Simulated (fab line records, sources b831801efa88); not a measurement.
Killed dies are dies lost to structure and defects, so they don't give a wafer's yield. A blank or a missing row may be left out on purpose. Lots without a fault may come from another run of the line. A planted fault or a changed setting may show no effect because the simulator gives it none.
A struck lot beside a sound one | flow sky130 | 30 steps out of a route of 708
Sound: wafers L696.2, L696.3, L696.4. Struck: wafers L702.2, L702.5, L702.6. The cause comes at the end.
At each step with rows: each side's tool, then ch and its chambers, then its first start. Under that, the readings that differ: sound wafers | struck wafers | difference of the means | sigmas: that difference in standard deviations of wafers without a fault.
alike: readings whose means differ by less than 2 such deviations, and words and numbers that are the same on both sides. not compared: withheld readings, readings that some wafer has no value for, bounds like >300 that may hide the same value, and numbers for which the record gives no deviation and whose values overlap.
The two part at a step that has a row with sigmas, a row that says differs or no value, or rows on one side only. Numbers that don't overlap but have no deviation are shown without sigmas and don't part them. A reading that every wafer of one side lacks parts them only if that side has two wafers or more.

first, 5 steps without rows for these wafers: SKY_SONOS_ONO_COAT_08 (resist thk 1159 nm); SKY_SONOS_ONO_SOFTBAKE_09 (time 60 s); SKY_SONOS_ONO_EXPOSE_10 (exposes mask ONOM, target cd 410 nm); SKY_SONOS_ONO_PEB_11; SKY_SONOS_ONO_DEVELOP_12 (develop time 60 s).
SKY_SONOS_ONO_CD_MEAS_13: target cd 410 nm.
  sound on cd_sem-02, day 14 02:05; struck on cd_sem-01, day 16 08:32
  alike: cd_nm
SKY_SONOS_ONO_OVL_MEAS_14:
  sound on overlay-01, day 14 02:11; struck on overlay-02, day 16 08:38
  alike: SONOS_ONO_OVL
SKY_SONOS_ONO_ETCH_15: etches the open film in CHF3/O2, target depth 19.52 nm, time 7.8 s.
  sound on rie_diel-04 ch 1,2,3, day 14 02:13; struck on rie_diel-03 ch 0,1, day 16 08:40
  alike: chamber_pressure_mTorr, drypump_motor_current_A, oes_product_au, throttle_valve_pct
  not compared: rf_hours_counter_h
then, 1 step without rows for these wafers: SKY_SONOS_ONO_WET_ETCH_16 (etches SiO2 in dHF, target depth 14 nm, time 280 s).
SKY_SONOS_ONO_STRIP_17: strips in O2/N2.
  sound on plasma_asher-02 ch 0,1, day 14 02:20; struck on plasma_asher-03 ch 0,1, day 16 08:47
  alike: chamber_pressure_mTorr, drypump_motor_current_A, oes_product_au, strip_time_to_endpoint_s
  not compared: rf_hours_counter_h
then, 2 steps without rows for these wafers: SKY_SONOS_ONO_WET_ETCH_18 (etches Si3N4 in H3PO4, target depth 15 nm, time 172 s); SKY_GATE_OXIDE_CLEAN_00 (cleans in SC1/SC2, time 150 s).
SKY_GATE_OXIDE_OXIDATION_01: stabilise 600 s, purge 300 s, target thk 10.268 nm.
  sound on furnace-01 ch 0, day 14 03:07; struck on furnace-02 ch 0, day 16 08:59
  reading                                           | sound                | struck               | difference | sigmas
  spike_tc_centre_C (C)                             | 898.4 899.1 899.6    | 894.8 897.4 892.7    | -4.1       | -4
  spike_tc_lower_C (C)                              | 903.3 902.9 901.0    | 895.7 893.3 895.2    | -7.7       | -8
  spike_tc_top_C (C)                                | 911.0 911.2 911.4    | 904.5 903.4 903.5    | -7.4       | -5
  spike_tc_upper_C (C)                              | 901.9 902.3 902.7    | 894.2 894.0 894.9    | -7.9       | -7
  tube_center_temp_C (C)                            | 900.08 899.91 900.03 | 894.31 894.52 894.47 | -5.57      | -63
  tube_center_temp_C_max                            | 902.7 902.0 902.6    | 897.2 897.1 897.2    | -5.3       | -12
  model.SiO2_of_GATE_OXIDE_OXIDATION_01.thk_nm (nm) | 10.47 10.19 10.06    | 9.683 9.49 9.698     | -0.616     |
  alike: zone_power_lower_pct
SKY_GATE_OXIDE_THK_MEAS_02:
  sound on film_metro-04, day 14 04:32; struck on film_metro-04, day 16 10:24
  reading                          | sound             | struck         | difference | sigmas
  GATE_OXIDE_OXIDATION_00_THK (nm) | 10.51 10.22 10.08 | 9.62 9.46 9.70 | -0.68      | -4
then, 7 steps without rows for these wafers: SKY_GATE_OXIDE_DEHYDRATE_03 (time 60 s); SKY_GATE_OXIDE_HMDS_04 (prime time 60 s); SKY_GATE_OXIDE_COAT_05 (resist thk 1140 nm); SKY_GATE_OXIDE_SOFTBAKE_06 (time 60 s); SKY_GATE_OXIDE_EXPOSE_07 (exposes mask LVOM, target cd 600 nm); SKY_GATE_OXIDE_PEB_08; SKY_GATE_OXIDE_DEVELOP_09 (develop time 60 s).
SKY_GATE_OXIDE_OVL_MEAS_10:
  sound on overlay-01, day 15 07:17; struck on overlay-02, day 17 15:20
  alike: GATE_OXIDE_OVL
then, 2 steps without rows for these wafers: SKY_GATE_OXIDE_IMPLANT_11; SKY_GATE_OXIDE_WET_ETCH_12 (etches SiO2 in dHF, target depth 16.8 nm, time 336 s).
SKY_GATE_OXIDE_STRIP_13: strips in O2/N2.
  sound on plasma_asher-01 ch 0,1, day 15 07:34; struck on plasma_asher-01 ch 0,1, day 17 15:37
  alike: chamber_pressure_mTorr, drypump_motor_current_A, oes_product_au, strip_time_to_endpoint_s
  not compared: rf_hours_counter_h
SKY_GATE_OXIDE_TW_MEAS_14:
  sound on film_metro-01, day 15 07:40; struck on film_metro-03, day 17 15:43
  alike: GATE_OXIDE_TW
then, 1 step without rows for these wafers: SKY_GATE_OXIDE_CLEAN_15 (cleans in SC1/SC2, time 150 s).
SKY_GATE_OXIDE_OXIDATION_16: stabilise 600 s, purge 300 s, target thk 3.57 nm.
  sound on furnace-01 ch 0, day 15 08:04; struck on furnace-01 ch 0, day 17 16:29
  reading                                           | sound             | struck           | difference | sigmas
  model.SiO2_of_GATE_OXIDE_OXIDATION_01.thk_nm (nm) | 11.82 11.55 11.46 | 11.1 10.91 11.11 | -0.6       |
  alike: spike_tc_centre_C, spike_tc_lower_C, spike_tc_top_C, spike_tc_upper_C, tube_center_temp_C, tube_center_temp_C_max, zone_power_lower_pct
then, 1 step without rows for these wafers: SKY_POLY_GATE_CVD_00 (deposits poly-Si, target thk 180 nm, time 720 s).
-- the record jumps here: 31 days lie between the struck wafers' starts before and after (it left off in module POLY_GATE and takes up again in module PAD_OPEN, whose first step shown is number 708 of the route) --
SKY_PAD_OPEN_PROBE_99:
  sound on prober-02, day 46 22:25; struck on prober-01, day 48 10:56
  reading                                | sound               | struck                       | difference | sigmas
  model.etest.nfet_16v.r_on_ohm_um       | 1.458e+04 1.433e+04 | 1.371e+04 1.37e+04 1.387e+04 | -6.950e+02 |
  model.etest.pfet_g5v0d10v5.r_on_ohm_um | 4806 4737           | 4621 4598 4564               | -177       |
  model.etest.nfet_g5v0d10v5.r_on_ohm_um | 1896 1885           | 1863 1834 1844               | -44        |
  model.etest.nfet_g5v0d10v5.drive_ua_um | 597.7 607           | 632.5 639.3 631.4            | +32.0      |
  model.etest.nfet_05v0_nvt.drive_ua_um  | 562.7 575.5         | 604.4 610 600.7              | +35.9      |
  model.etest.pfet_g5v0d10v5.drive_ua_um | 336.5 343.5         | 352.6 357.7 362.9            | +17.7      |
  model.etest.nfet_16v.drive_ua_um       | 213.4 219.8         | 236.9 240.1 234.5            | +20.6      |
  alike: killed_at_M0_to_M3, killed_at_M4_up, killed_at_contacts, killed_at_front_end, killed_at_other, killed_dies, killed_open, killed_short
  not compared: model.etest.tip_sonos.rs_ohm_sq

WHERE THEY PART
First at SKY_GATE_OXIDE_OXIDATION_01; last, within this record, at SKY_GATE_OXIDE_THK_MEAS_02. Later steps at which nothing parts them and some readings are alike: SKY_GATE_OXIDE_OVL_MEAS_10, SKY_GATE_OXIDE_STRIP_13, SKY_GATE_OXIDE_TW_MEAS_14, SKY_GATE_OXIDE_OXIDATION_16, SKY_PAD_OPEN_PROBE_99.

WHY: what the simulator had put in
Process parameter drift: furnace-02, from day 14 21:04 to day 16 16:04, at SKY_GATE_OXIDE_OXIDATION_01. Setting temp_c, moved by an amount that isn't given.
